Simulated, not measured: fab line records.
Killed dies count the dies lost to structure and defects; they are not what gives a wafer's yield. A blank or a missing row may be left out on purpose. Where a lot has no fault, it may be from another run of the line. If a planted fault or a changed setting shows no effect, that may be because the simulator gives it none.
One fault seen from 2 desks ; flow sky130 ; only its own numbers are on each desk; what lay behind them is given at the end

## DESK OF THE TOOL OWNER: implanter-01
The tool's own readings at SKY_NWELL_IMPLANT_24: means of the sampled wafers that have a number, for each lot that ran on this tool. If a lot's mean is further than 4 standard deviations from the usual mean, the lot is out of limits and carries the mark OUT (the distance appears in the brackets).
Columns: A = beam energy keV at SKY_NWELL_IMPLANT_24, usual 140.00
lot;first seen here;A
L478;day 7 15:47;139.97
L481;day 8 08:04;139.96
L482;day 8 14:28;135.63 (-99 or more) OUT
L483;day 8 18:40;135.58 (-99 or more) OUT
This desk's finding: out of limits on L482, L483; first on L482, day 8 14:28 (beam energy keV at SKY_NWELL_IMPLANT_24). In limits: L478, L481.

## METROLOGY DESK
Lot by lot, what the gauges showed, no matter which tool ran the lot: averages of those sampled wafers that carry a number. If a lot's mean is further than 4 standard deviations from the usual mean, the lot is out of limits and carries the mark OUT (the distance appears in the brackets).
Columns: A = NWELL_TW at SKY_NWELL_TW_MEAS_15, usual 1814; B = NWELL_01_OVL at SKY_NWELL_OVL_MEAS_23, usual -0.3 nm
lot;first seen here;A;B
L478;day 6 20:19;1811;-0.5
L481;day 7 12:05;1814;2.5
L482;day 7 18:19;1815;-0.2
L483;day 7 21:37;1812;-1.5
L485;day 8 11:00;1818;-1.3
L491;day 10 01:50;1817;-1.4
This desk found nothing out of limits on any of the 6 lots.

## ALL TOGETHER
The tool owner's desk could have raised an alarm at day 8 14:28, on L482, L483.
Nothing out of limits was seen by the metrology desk.
The metrology desk has L482, L483 on record, within its limits.
SKY_NWELL_IMPLANT_24 was run on implanter-01 by each of the lots named.

## WHAT HAD BEEN PUT IN BY THE SIMULATOR
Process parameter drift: implanter-01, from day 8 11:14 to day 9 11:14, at SKY_NWELL_IMPLANT_24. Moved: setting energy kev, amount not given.
Lots struck among those shown: L482, L483.
Time in hours from fault onset to the first out-of-limits reading at each desk: the tool owner's desk, 3.
